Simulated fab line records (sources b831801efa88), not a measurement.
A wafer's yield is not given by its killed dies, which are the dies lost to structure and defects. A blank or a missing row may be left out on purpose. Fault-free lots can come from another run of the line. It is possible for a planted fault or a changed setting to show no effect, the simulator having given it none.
Which tool is to blame?	flow sfq_line	14 lots (42 wafers sampled), 1 step of a 325-step route

WHAT EACH GAUGE READ, for each wafer
No reading from a measuring or inspecting step in the record can be judged against a usual standard deviation.

TOOL THAT RAN EACH LOT (tool first, then ch and the chambers of the sampled wafers, then the start)
lot	SFQ_TRILAYER_I3_VIA_BARC_OPEN_VIA_ETCH_121
L391	rie_diel-04 ch 0,2, day 45 08:35
L392	rie_diel-01 ch 0,2,3, day 45 18:13
L394	rie_diel-01 ch 0,3, day 45 23:01
L395	rie_diel-04 ch 1,3, day 46 02:37
L396	rie_diel-01 ch 1,2, day 46 07:25
L397	rie_diel-04 ch 1,3, day 46 15:49
L398	rie_diel-04 ch 2,3, day 46 18:13
L400	rie_diel-01 ch 0,1, day 48 01:21
L401	rie_diel-04 ch 0,1,3, day 48 10:57
L402	rie_diel-01 ch 0,2, day 48 12:09
L403	rie_diel-04 ch 0,1,3, day 49 01:24
L406	rie_diel-01 ch 0,1, day 50 06:12
L410	rie_diel-01 ch 0,2,3, day 51 07:24
L414	rie_diel-03 ch 0,1, day 52 18:15
- SFQ_TRILAYER_I3_VIA_BARC_OPEN_VIA_ETCH_121: etches BARC in O2, target depth 125 nm, time 41.7 s.

AS READ BY THE TOOLS THEMSELVES (means over the sampled wafers that have a number; for cases with no such wafer, the mark the record gives instead)
SFQ_TRILAYER_I3_VIA_BARC_OPEN_VIA_ETCH_121.
lot	tool	chamber_pressure_mTorr (mTorr)	drypump_motor_current_A (A)	oes_product_au (a.u.)	rf_fwd_power_W (W)
L391	rie_diel-04	30.018	6.3	0.682	492.9
L392	rie_diel-01	30.003	6.2	0.687	494.3
L394	rie_diel-01	29.984	6.1	0.688	496.2
L395	rie_diel-04	29.999	5.1	0.688	496.1
L396	rie_diel-01	29.984	6.3	0.687	493.0
L397	rie_diel-04	30.008	5.2	0.683	496.2
L398	rie_diel-04	30.014	6.4	0.687	495.3
L400	rie_diel-01	30.017	6.0	0.679	492.5
L401	rie_diel-04	29.990	5.5	0.679	496.0
L402	rie_diel-01	30.007	6.3	0.683	494.3
L403	rie_diel-04	30.002	5.5	0.690	494.7
L406	rie_diel-01	24.007	6.0	0.688	495.0
L410	rie_diel-01	24.014	6.2	0.684	494.5
L414	rie_diel-03	29.995	5.4	0.686	493.3

THE ANSWER, worked out from the rows above alone
Rule: what is usual is taken from the lots themselves. Put in order of their means at a reading, lots are off if they are a third of the lots or fewer, leave a main group of 4 or more, and stand apart from it by a gap of 3 or more times the standard deviation of the main group's means; of several such gaps the widest counts. A main group is skipped when, at the precision printed for the reading in the tables above, its means are all equal. A lot without any number at a reading at which 4 lots or more have one is off too. Where the step has rows for the other lots, those lots are counted as sound. Order of review: gauges by route order, followed by the tools' own readings, for which a lot's mean as printed above is used. At the first step where some lot is off, the reading lying furthest off is the one used; lots without a number count as furthest.
Off at SFQ_TRILAYER_I3_VIA_BARC_OPEN_VIA_ETCH_121 (chamber_pressure_mTorr): L406, L410. Main group: mean 30.002 mTorr, sd 0.011.
If a tool, at that step or one of the process steps before it, ran each lot that is off and ran no sound lot following the first of them, it fits. One fits: rie_diel-01 at SFQ_TRILAYER_I3_VIA_BARC_OPEN_VIA_ETCH_121. A fault onset in the window from L402 (day 48 12:09, its last sound lot) to L406 (day 50 06:12, its first lot off) fits.
On the lots that are off, the tool's own readings at SFQ_TRILAYER_I3_VIA_BARC_OPEN_VIA_ETCH_121 differ by more than 5 times the standard deviation of the sound lots' means, which bears it out; chamber_pressure_mTorr reads 24.011 mTorr there versus 30.002 mTorr on the sound lots.

WHAT THE SIMULATOR HAD INSERTED
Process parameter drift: rie_diel-01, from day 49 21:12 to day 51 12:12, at SFQ_TRILAYER_I3_VIA_BARC_OPEN_VIA_ETCH_121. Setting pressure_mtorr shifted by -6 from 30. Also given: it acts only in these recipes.
Lots struck among those shown: L406, L410. The rule given above showed the same thing.
